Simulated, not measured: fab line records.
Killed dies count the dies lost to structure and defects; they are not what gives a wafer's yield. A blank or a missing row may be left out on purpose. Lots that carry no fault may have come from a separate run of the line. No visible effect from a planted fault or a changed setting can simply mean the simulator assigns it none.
Matching of chambers :: flow sky130 :: SKY_VIA3_CMP_02 on cmp-01 has 4 sister chambers
The step polishes SiO2. 4 wafers are shown with their chamber, then 10 later ones without.

== WAFERS PAIRED WITH THEIR CHAMBERS ==
wafer: L254.2
chamber: 1
motor_current_A (A): 11.9

wafer: L261.5
chamber: 3
motor_current_A (A): 11.9

wafer: L265.3
chamber: 2
motor_current_A (A): 11.0

wafer: L265.4
chamber: 0
motor_current_A (A): 13.2

== WAFERS MISSING THEIR CHAMBER ==
wafer: L265.6
motor_current_A (A): 10.7

wafer: L266.1
motor_current_A (A): 12.2

wafer: L266.5
motor_current_A (A): 13.5

wafer: L266.6
motor_current_A (A): 11.2

wafer: L269.2
motor_current_A (A): 11.0

wafer: L269.3
motor_current_A (A): 11.9

wafer: L269.6
motor_current_A (A): 11.3

wafer: L267.1
motor_current_A (A): 11.0

wafer: L267.2
motor_current_A (A): 11.7

wafer: L267.4
motor_current_A (A): 11.5

== CHAMBER TAKEN BY EACH ==
wafer: L265.6
from the rows above: 2
in truth: 2

wafer: L266.1
from the rows above: can't be placed: 1 or 3
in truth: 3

wafer: L266.5
from the rows above: 0
in truth: 0

wafer: L266.6
from the rows above: 2
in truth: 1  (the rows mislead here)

wafer: L269.2
from the rows above: 2
in truth: 2

wafer: L269.3
from the rows above: can't be placed: 1 or 3
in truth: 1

wafer: L269.6
from the rows above: can't be placed: 2 or 1 or 3
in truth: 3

wafer: L267.1
from the rows above: 2
in truth: 2

wafer: L267.2
from the rows above: can't be placed: 1 or 3
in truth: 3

wafer: L267.4
from the rows above: can't be placed: 1 or 3 or 2
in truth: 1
Placed correctly: 4 of 10. Unplaceable from these rows: 5, with the true chamber sitting among the candidates in 5. Wrongly placed: 1.
How it was worked out, from the rows above alone: a wafer's distance from a chamber is the root of the sum, over the readings, of the square of ((its reading less the chamber's mean) divided by the reading's scatter). The wafer belongs to the nearest chamber; if the next one is less than 2 further off, it can't be placed. A chamber's mean is the mean of its shown wafers. The scatter: with one shown wafer a chamber, the root of the mean of the squares of how far each hidden wafer lies from its nearest shown one.
